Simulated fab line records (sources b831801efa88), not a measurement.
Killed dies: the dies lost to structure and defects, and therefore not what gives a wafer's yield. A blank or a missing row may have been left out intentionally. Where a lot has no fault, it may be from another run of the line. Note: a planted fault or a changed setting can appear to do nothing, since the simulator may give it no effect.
Struck lot and sound lot, side by side || flow sky130 || 23 steps out of a route of 708
Sound: these wafers, L767.1, L767.3, L767.4. Wafers L755.1, L755.2, L755.4 were the ones struck. At the end, the cause is stated.
At each step with rows: each side's tool, then ch and its chambers, then its first start. Under that, the readings that differ: sound wafers || struck wafers || difference of the means || sigmas: that difference in standard deviations of wafers without a fault.
alike: same words and numbers on both sides, and readings whose means sit less than 2 such deviations apart. not compared: any withheld reading, any reading some wafer has no value for, any bound like >300 that may hide the same value, and any number with overlapping values for which the record gives no deviation.
A row with sigmas, a row that says differs or no value, or rows on one side alone: a step with any of these is where the two part. Numbers that don't overlap but have no deviation are shown without sigmas and don't part them. Lack of a reading on every wafer of one side parts them only where that side has two or more wafers.

first, 1 step without rows for these wafers: SKY_POLY_GATE_OXIDATION_20 (stabilise 600 s, purge 300 s, target thk 4 nm).
SKY_POLY_GATE_THK_MEAS_21:
  sound on film-metro-03, day 23 22:05; struck on film-metro-04, day 19 22:59
  alike: POLY_GATE_OXIDATION_THK
SKY_POLY_GATE_CD_MEAS_22:
  sound on cd-sem-01, day 23 22:08; struck on cd-sem-02, day 19 23:03
  alike: cd-nm
then, 7 steps without rows for these wafers: SKY_LDD_N_DEHYDRATE_00 (time 60 s); SKY_LDD_N_HMDS_01 (prime time 60 s); SKY_LDD_N_COAT_02 (resist thk 300 nm); SKY_LDD_N_SOFTBAKE_03 (time 60 s); SKY_LDD_N_EXPOSE_04 (exposes mask NTM, target cd 840 nm); SKY_LDD_N_PEB_05; SKY_LDD_N_DEVELOP_06 (develop time 60 s).
SKY_LDD_N_OVL_MEAS_07:
  sound on overlay-02, day 25 03:29; struck on overlay-01, day 21 06:17
  alike: LDD_N_OVL
next, for these wafers, 1 step has no rows: SKY_LDD_N_IMPLANT_08.
SKY_LDD_N_IMPLANT_09:
  sound on implanter-01 ch 0, day 25 03:40; struck on implanter-03 ch 0, day 21 06:28
{"reading": "beam-on-s (s)", "sound": "10.17 9.85 10.29", "struck": "15.39 15.59 15.30", "difference": "+5.32", "sigmas": "+25"}
{"reading": "dose-ions-cm2", "sound": "7.496e+13 7.505e+13 7.512e+13", "struck": "1.3003e+14 1.3009e+14 1.2985e+14", "difference": "+5.4947e+13", "sigmas": "+99 or more"}
{"reading": "faraday-current-uA", "sound": "416 429 410", "struck": "476 472 478", "difference": "+57", "sigmas": "+6"}
  alike: rotation-deg
then, 6 steps without rows for these wafers: SKY_LDD_N_IMPLANT_10; SKY_LDD_N_IMPLANT_11; SKY_LDD_N_IMPLANT_12; SKY_LDD_N_IMPLANT_13; SKY_LDD_N_IMPLANT_14; SKY_LDD_N_IMPLANT_15.
SKY_LDD_N_STRIP_16: strips in O2/N2.
  sound on plasma-asher-02 ch 0,1, day 25 04:43; struck on plasma-asher-03 ch 0,1, day 21 07:31
{"reading": "strip-time-to-endpoint-s (s)", "sound": "4.319 4.297 4.293", "struck": "4.480 4.463 4.460", "difference": "+0.165", "sigmas": "+11"}
  alike: drypump-motor-current-A, o2-flow-sccm, oes-product-au
  not compared: rf-hours-counter-h
SKY_LDD_N_TW_MEAS_17:
  sound on film-metro-04, day 25 04:49; struck on film-metro-02, day 21 07:37
{"reading": "LDD_N_TW", "sound": "2609 2619 2618", "struck": "2687 2681 2692", "difference": "+71", "sigmas": "+3"}
then, 1 step without rows for these wafers: SKY_LDD_P_DEHYDRATE_00 (time 60 s).
-- record jumps: 27 days separate the struck wafers' starts on either side; left off in module LDD_P, taken up again in module PAD_OPEN, whose first shown step is the route's number 708 --
SKY_PAD_OPEN_PROBE_99:
  the record has rows for the struck wafers here (prober-01, day 48 00:13) and none for the sound ones

## WHERE THEY PART
At SKY_LDD_N_IMPLANT_09 first; at SKY_PAD_OPEN_PROBE_99 last (within this record only).

WHY: what the simulator had put in
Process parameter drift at SKY_LDD_N_IMPLANT_09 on implanter-03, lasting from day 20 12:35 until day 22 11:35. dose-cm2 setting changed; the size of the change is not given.
